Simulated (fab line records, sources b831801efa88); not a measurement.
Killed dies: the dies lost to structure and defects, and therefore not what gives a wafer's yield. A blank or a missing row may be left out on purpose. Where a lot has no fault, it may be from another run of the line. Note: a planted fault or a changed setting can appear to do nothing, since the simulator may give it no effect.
Struck lot and sound lot, side by side	flow sky130	18 out of 708 route steps
Sound: these wafers, L436.1, L436.2, L436.5. Struck: wafers L446.3, L446.4, L446.6. The cause is named last.
At each step with rows: each side's tool, then ch and its chambers, then its first start. Under that, the readings that differ: sound wafers	struck wafers	difference of the means	sigmas: that difference in standard deviations of wafers without a fault.
alike: same words and numbers on both sides, and readings whose means sit less than 2 such deviations apart. not compared: any withheld reading, any reading some wafer has no value for, any bound like >300 that may hide the same value, and any number with overlapping values for which the record gives no deviation.
The two part at a step that has a row with sigmas, a row that says differs or no value, or rows on one side only. Numbers that have no deviation but don't overlap get no sigmas and don't part them. Lack of a reading on every wafer of one side parts them only where that side has two or more wafers.

first, 1 step without rows for these wafers: SKY_SONOS_ONO_OXIDATION_00 (stabilise 600 s, purge 300 s, target thk 2.6 nm).
SKY_SONOS_ONO_THK_MEAS_01:
  struck on filmMetro-01, day 16 11:50; sound on filmMetro-01, day 12 16:14
  alike: SONOS_ONO_OXIDATION_THK
then, 1 step without rows for these wafers: SKY_SONOS_ONO_CVD_02 (deposits Si3N4 from DCS/NH3, target thk 10.5 nm, time 180 s).
SKY_SONOS_ONO_THK_MEAS_03:
  struck on filmMetro-04, day 16 12:57; sound on filmMetro-04, day 12 19:25
  alike: SONOS_ONO_CVD_02_THK
then, 1 step without rows for these wafers: SKY_SONOS_ONO_CVD_04 (deposits SiO2 from SiH4/N2O, target thk 5.7199 nm).
SKY_SONOS_ONO_THK_MEAS_05:
  struck on filmMetro-01, day 16 14:16; sound on filmMetro-03, day 12 20:44
reading	sound	struck	difference	sigmas
SONOS_ONO_CVD_04_THK (nm)	5.55 5.44 5.50	5.79 5.82 5.77	+0.30	+3
then, 6 steps without rows for these wafers: SKY_SONOS_ONO_DEHYDRATE_06 (time 60 s); SKY_SONOS_ONO_HMDS_07 (prime time 60 s); SKY_SONOS_ONO_COAT_08 (resist thk 1140 nm); SKY_SONOS_ONO_SOFTBAKE_09 (time 60 s); SKY_SONOS_ONO_EXPOSE_10 (exposes mask ONOM, target cd 410 nm); SKY_SONOS_ONO_PEB_11.
SKY_SONOS_ONO_DEVELOP_12: develop time 60 s.
  sound on lithoTrack-03 ch 0, day 13 22:49; struck on lithoTrack-03 ch 0, day 17 19:43
SKY_SONOS_ONO_CD_MEAS_13 targets a cd of 410 nm.
  struck on cdSem-02, day 17 19:52; sound on cdSem-01, day 13 22:58
reading	sound	struck	difference	sigmas
cdNm (nm)	408.6 406.2 408.8	424.1 424.9 424.8	+16.7	+6
SKY_SONOS_ONO_OVL_MEAS_14:
  struck on overlay-01, day 17 19:58; sound on overlay-02, day 13 23:05
  alike: SONOS_ONO_OVL
SKY_SONOS_ONO_ETCH_15: etches the open film in CHF3/O2, target depth 19.52 nm, time 7.8 s.
  sound on rieDiel-01 ch 1,2, day 13 23:08; struck on rieDiel-02 ch 2,3, day 17 19:59
reading	sound	struck	difference	sigmas
model.SONOS_ONO.cdNm (nm)	408.6 406.5 408.4	424 425.1 425	+17	
  alike: O2_flow_sccm, biasW, drypumpMotorCurrentA, oesProductAu, throttleValvePct
  not compared: rfHoursCounterH
then, 1 step without rows for these wafers: SKY_SONOS_ONO_WET_ETCH_16 (etches SiO2 in dHF, target depth 14 nm, time 280 s).
-- a jump in the record: the struck wafers' starts before and after are 32 days apart (it breaks off in module SONOS_ONO and resumes in module PAD_OPEN, where the first step shown is number 708 of the route) --
SKY_PAD_OPEN_PROBE_99:
  rows exist in the record for the struck wafers here (prober-01, day 49 10:50), but not for the sound ones

WHERE THEY PART
Last at SKY_PAD_OPEN_PROBE_99 as far as this record goes, first at SKY_SONOS_ONO_THK_MEAS_05.

WHY: what had been put in by the simulator
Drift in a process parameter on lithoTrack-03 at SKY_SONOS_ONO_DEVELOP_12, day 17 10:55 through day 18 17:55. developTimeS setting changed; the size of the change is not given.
